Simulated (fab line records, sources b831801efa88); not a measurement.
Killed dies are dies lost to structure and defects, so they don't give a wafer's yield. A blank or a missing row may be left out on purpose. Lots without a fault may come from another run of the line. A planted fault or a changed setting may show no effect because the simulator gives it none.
Which tool did it? | flow gf180mcu | 24 lots, 72 wafers sampled, at 5 steps of a route of 602

WHAT THE GAUGES READ, wafer by wafer
GF_M1_RS_MEAS_05: measures by four-point-probe.
lot  | measured     | on            | M1_ALCU_RS (ohm/sq)
L074 | day 16 10:59 | film_metro-02 | 0.0676 0.0677 0.0677
L075 | day 16 16:32 | film_metro-02 | 0.0708 0.0708 0.0710
L076 | day 17 07:28 | film_metro-02 | 0.0695 0.0696 0.0692
L077 | day 18 00:05 | film_metro-01 | 0.0692 0.0679 0.0688
L078 | day 18 09:53 | film_metro-02 | 0.0697 0.0694 0.0696
L079 | day 19 00:52 | film_metro-03 | 0.0695 0.0694 0.0695
L081 | day 19 05:26 | film_metro-02 | 0.0696 0.0695 0.0691
L080 | day 19 09:32 | film_metro-01 | 0.0687 0.0689 0.0690
L082 | day 19 16:59 | film_metro-01 | 0.0691 0.0697 0.0695
L084 | day 20 05:16 | film_metro-02 | 0.0701 0.0700 0.0694
L083 | day 20 10:35 | film_metro-01 | 0.0702 0.0705 0.0702
L085 | day 20 21:10 | film_metro-03 | 0.0697 0.0702 0.0700
L086 | day 20 22:57 | film_metro-01 | 0.0696 0.0698 0.0694
L087 | day 21 08:55 | film_metro-01 | 0.0699 0.0696 0.0696
L088 | day 21 19:41 | film_metro-03 | 0.0687 0.0688 0.0687
L090 | day 22 13:23 | film_metro-03 | 0.0685 0.0686 0.0683
L089 | day 22 15:01 | film_metro-02 | 0.0695 0.0688 0.0692
L091 | day 22 19:13 | film_metro-01 | 0.0686 0.0687 0.0688
L092 | day 23 09:32 | film_metro-02 | 0.0699 0.0699 0.0699
L093 | day 23 17:30 | film_metro-01 | 0.0696 0.0694 0.0690
L094 | day 23 19:17 | film_metro-03 | 0.0708 0.0702 0.0712
L095 | day 23 23:43 | film_metro-02 | 0.0699 0.0704 0.0699
L097 | day 24 16:23 | film_metro-02 | 0.0707 0.0697 0.0702
L096 | day 24 18:20 | film_metro-03 | 0.0701 0.0698 0.0696

GF_V2_BOW_MEAS_05.
lot  | measured     | on            | V2_BOW (um)
L074 | day 19 15:44 | film_metro-02 | 107 89 102
L075 | day 19 21:08 | film_metro-02 | 89 88 98
L076 | day 20 13:01 | film_metro-01 | 103 115 95
L077 | day 21 06:38 | film_metro-04 | 108 92 113
L078 | day 21 16:29 | film_metro-04 | 105 106 103
L079 | day 22 07:07 | film_metro-02 | 89 99 98
L081 | day 22 11:13 | film_metro-01 | 107 106 102
L080 | day 22 15:41 | film_metro-02 | 114 105 103
L082 | day 22 23:32 | film_metro-01 | 112 108 107
L084 | day 23 10:20 | film_metro-04 | 107 100 96
L083 | day 23 15:28 | film_metro-01 | 103 102 94
L085 | day 24 00:50 | film_metro-02 | 94 103 109
L086 | day 24 01:52 | film_metro-04 | 106 97 90
L087 | day 24 12:54 | film_metro-04 | 116 88 89
L088 | day 24 21:36 | film_metro-04 | 96 108 112
L090 | day 25 14:46 | film_metro-04 | 110 107 94
L089 | day 25 15:20 | film_metro-04 | 113 100 95
L091 | day 25 19:28 | film_metro-01 | 93 102 100
L092 | day 26 07:50 | film_metro-01 | 101 105 101
L093 | day 26 15:53 | film_metro-02 | 105 88 99
L094 | day 26 17:55 | film_metro-02 | 105 96 100
L095 | day 26 22:10 | film_metro-04 | 96 93 100
L097 | day 27 13:14 | film_metro-04 | 97 99 96
L096 | day 27 15:23 | film_metro-02 | 99 107 91

GF_V4_OVL_MEAS_15.
lot  | measured     | on         | V4_OVL (nm)
L074 | day 24 22:02 | overlay-02 | -6 -7 -5
L075 | day 25 02:19 | overlay-02 | -12 -13 -5
L076 | day 25 17:10 | overlay-01 | -3 -1 -2
L077 | day 26 06:52 | overlay-02 | -9 -5 -8
L078 | day 26 16:44 | overlay-01 | 4 2 4
L079 | day 27 05:02 | overlay-01 | -7 -7 -9
L081 | day 27 07:18 | overlay-02 | -5 -5 -8
L080 | day 27 12:05 | overlay-01 | -9 -3 -11
L082 | day 27 19:35 | overlay-01 | -6 -5 -4
L084 | day 28 03:53 | overlay-01 | -3 -9 -5
L083 | day 28 09:49 | overlay-02 | -3 -8 2
L085 | day 28 17:24 | overlay-01 | -14 -15 -13
L086 | day 28 18:10 | overlay-01 | 7 -4 3
L087 | day 29 01:54 | overlay-02 | -5 -1 2
L088 | day 29 11:04 | overlay-01 | -7 -7 -3
L090 | day 30 01:05 | overlay-02 | -12 -5 -8
L089 | day 30 01:59 | overlay-01 | -8 -15 -12
L091 | day 30 07:13 | overlay-02 | -9 -11 -7
L092 | day 30 18:21 | overlay-01 | 2 -1 -5
L093 | day 31 00:47 | overlay-02 | -3 -2 1
L094 | day 31 02:04 | overlay-02 | 1 3 -1
L095 | day 31 08:11 | overlay-01 | -3 0 -4
L097 | day 31 18:18 | overlay-02 | -1 -4 -7
L096 | day 31 20:32 | overlay-01 | -8 1 -6

WHICH TOOL RAN EACH LOT (tool, then ch and the chambers of the sampled wafers, then the start)
lot  | GF_M1_SPUTTER_03             | GF_V3_ETCH_16
L074 | pvd_sputter-04, day 16 10:56 | rie_diel-04 ch 1, day 22 20:47
L075 | pvd_sputter-02, day 16 16:29 | rie_diel-02 ch 0,2,3, day 23 01:52
L076 | pvd_sputter-04, day 17 07:23 | rie_diel-01 ch 1,2, day 23 17:22
L077 | pvd_sputter-04, day 18 00:01 | rie_diel-01 ch 0,1, day 24 08:32
L078 | pvd_sputter-02, day 18 09:49 | rie_diel-01 ch 0,2,3, day 24 18:17
L079 | pvd_sputter-04, day 19 00:47 | rie_diel-01 ch 0,2, day 25 07:38
L081 | pvd_sputter-04, day 19 05:20 | rie_diel-01 ch 0,2,3, day 25 10:41
L080 | pvd_sputter-04, day 19 09:29 | rie_diel-04 ch 2,3, day 25 15:08
L082 | pvd_sputter-02, day 19 16:56 | rie_diel-02 ch 1,3, day 25 22:07
L084 | pvd_sputter-03, day 20 05:10 | rie_diel-01 ch 2,3, day 26 08:17
L083 | pvd_sputter-02, day 20 10:31 | rie_diel-01 ch 1,2,3, day 26 12:59
L085 | pvd_sputter-04, day 20 21:04 | rie_diel-01 ch 2,3, day 26 22:05
L086 | pvd_sputter-03, day 20 22:52 | rie_diel-02 ch 0,2, day 26 22:55
L087 | pvd_sputter-04, day 21 08:50 | rie_diel-04 ch 0,1,2, day 27 07:29
L088 | pvd_sputter-04, day 21 19:37 | rie_diel-02 ch 1,2,3, day 27 16:34
L090 | pvd_sputter-04, day 22 13:19 | rie_diel-02 ch 0,1,2, day 28 07:56
L089 | pvd_sputter-03, day 22 14:57 | rie_diel-01 ch 0,1,3, day 28 08:29
L091 | pvd_sputter-04, day 22 19:09 | rie_diel-04 ch 0,2,3, day 28 13:49
L092 | pvd_sputter-03, day 23 09:25 | rie_diel-01 ch 0,2,3, day 29 00:38
L093 | pvd_sputter-02, day 23 17:24 | rie_diel-02 ch 0,1, day 29 08:11
L094 | pvd_sputter-02, day 23 19:12 | rie_diel-04 ch 0,2, day 29 09:32
L095 | pvd_sputter-02, day 23 23:37 | rie_diel-02 ch 0,1,2, day 29 14:31
L097 | pvd_sputter-03, day 24 16:17 | rie_diel-01 ch 2,3, day 30 03:16
L096 | pvd_sputter-02, day 24 18:17 | rie_diel-02 ch 0,1,2, day 30 05:02
- GF_M1_SPUTTER_03: material Ti, target thk 10 nm, time 6.7 s.
- GF_V3_ETCH_16: etches BARC in N2/H2.

WHAT THE TOOLS THEMSELVES READ (means of the sampled wafers that have a number; where no wafer has one, the mark that the record gives instead)
GF_M1_SPUTTER_03.
lot  | tool           | chamber_pressure_pa (Pa) | substrate_temp_c (C) | throttle_valve_pct (%)
L074 | pvd_sputter-04 | 0.3001                   | 299.99               | 30.0
L075 | pvd_sputter-02 | 0.3003                   | 300.10               | 30.8
L076 | pvd_sputter-04 | 0.2997                   | 300.15               | 30.7
L077 | pvd_sputter-04 | 0.2996                   | 300.17               | 29.7
L078 | pvd_sputter-02 | 0.2995                   | 300.07               | 30.6
L079 | pvd_sputter-04 | 0.3005                   | 299.87               | 30.1
L081 | pvd_sputter-04 | 0.3001                   | 299.96               | 29.7
L080 | pvd_sputter-04 | 0.2997                   | 299.95               | 30.0
L082 | pvd_sputter-02 | 0.2997                   | 299.98               | 30.1
L084 | pvd_sputter-03 | 0.3003                   | 299.74               | 29.4
L083 | pvd_sputter-02 | 0.2998                   | 300.28               | 30.7
L085 | pvd_sputter-04 | 0.3000                   | 299.99               | 29.8
L086 | pvd_sputter-03 | 0.3002                   | 300.03               | 29.2
L087 | pvd_sputter-04 | 0.3002                   | 300.12               | 30.2
L088 | pvd_sputter-04 | 0.3001                   | 299.82               | 30.2
L090 | pvd_sputter-04 | 0.2999                   | 300.14               | 30.2
L089 | pvd_sputter-03 | 0.2999                   | 299.93               | 30.3
L091 | pvd_sputter-04 | 0.3003                   | 300.07               | 30.3
L092 | pvd_sputter-03 | 0.3001                   | 299.89               | 30.1
L093 | pvd_sputter-02 | 0.3009                   | 300.02               | 31.6
L094 | pvd_sputter-02 | 0.2996                   | 300.01               | 31.0
L095 | pvd_sputter-02 | 0.3000                   | 299.96               | 30.5
L097 | pvd_sputter-03 | 0.3003                   | 300.11               | 30.2
L096 | pvd_sputter-02 | 0.3004                   | 299.92               | 31.0

GF_V3_ETCH_16.
lot  | tool        | bias_w (W) | drypump_motor_current_A (A) | oes_product_au (a.u.) | throttle_valve_pct (%)
L074 | rie_diel-04 | 99.8       | 6.2                         | 0.856                 | 13.222
L075 | rie_diel-02 | 99.8       | 5.6                         | 0.860                 | 13.225
L076 | rie_diel-01 | 100.0      | 5.5                         | 0.858                 | 13.221
L077 | rie_diel-01 | 100.3      | 5.0                         | 0.855                 | 13.219
L078 | rie_diel-01 | 100.0      | 5.7                         | 0.853                 | 13.231
L079 | rie_diel-01 | 100.0      | 5.4                         | 0.851                 | 13.233
L081 | rie_diel-01 | 100.3      | 5.7                         | 0.858                 | 13.226
L080 | rie_diel-04 | 99.5       | 5.4                         | 0.858                 | 13.227
L082 | rie_diel-02 | 100.0      | 5.7                         | 0.854                 | 13.227
L084 | rie_diel-01 | 99.7       | 6.0                         | 0.857                 | 13.215
L083 | rie_diel-01 | 100.2      | 5.5                         | 0.859                 | 13.220
L085 | rie_diel-01 | 99.9       | 6.0                         | 0.857                 | 13.228
L086 | rie_diel-02 | 99.6       | 5.2                         | 0.853                 | 13.212
L087 | rie_diel-04 | 99.9       | 5.6                         | 0.857                 | 13.221
L088 | rie_diel-02 | 99.9       | 5.7                         | 0.856                 | 13.216
L090 | rie_diel-02 | 100.4      | 5.5                         | 0.858                 | 13.232
L089 | rie_diel-01 | 100.2      | 5.3                         | 0.859                 | 13.216
L091 | rie_diel-04 | 100.0      | 5.3                         | 0.853                 | 13.217
L092 | rie_diel-01 | 99.8       | 5.7                         | 0.852                 | 13.224
L093 | rie_diel-02 | 99.8       | 5.1                         | 0.858                 | 13.232
L094 | rie_diel-04 | 100.1      | 5.4                         | 0.852                 | 13.222
L095 | rie_diel-02 | 99.9       | 5.5                         | 0.858                 | 13.219
L097 | rie_diel-01 | 100.2      | 6.0                         | 0.857                 | 13.223
L096 | rie_diel-02 | 100.2      | 5.5                         | 0.856                 | 13.223

THE ANSWER, worked out from the rows above alone
Rule: what is usual is taken from the lots themselves. Put in order of their means at a reading, lots are off if they are a third of the lots or fewer, leave a main group of 4 or more, and stand apart from it by a gap of 3 or more times the standard deviation of the main group's means; of several such gaps the widest counts. A main group whose means are all the same, to the digits that the tables above print for the reading, isn't used. A lot without any number at a reading at which 4 lots or more have one is off too. The other lots that the step has rows for count as sound. The gauges are gone through in route order, then the tools' own readings, and for those a lot's mean is taken as printed above. The first step at which some lot is off is used, and at that step the reading that is off furthest; a lot without a number counts as furthest.
No lot is off at any reading shown: from this, nothing can be told.

WHAT THE SIMULATOR HAD PUT IN
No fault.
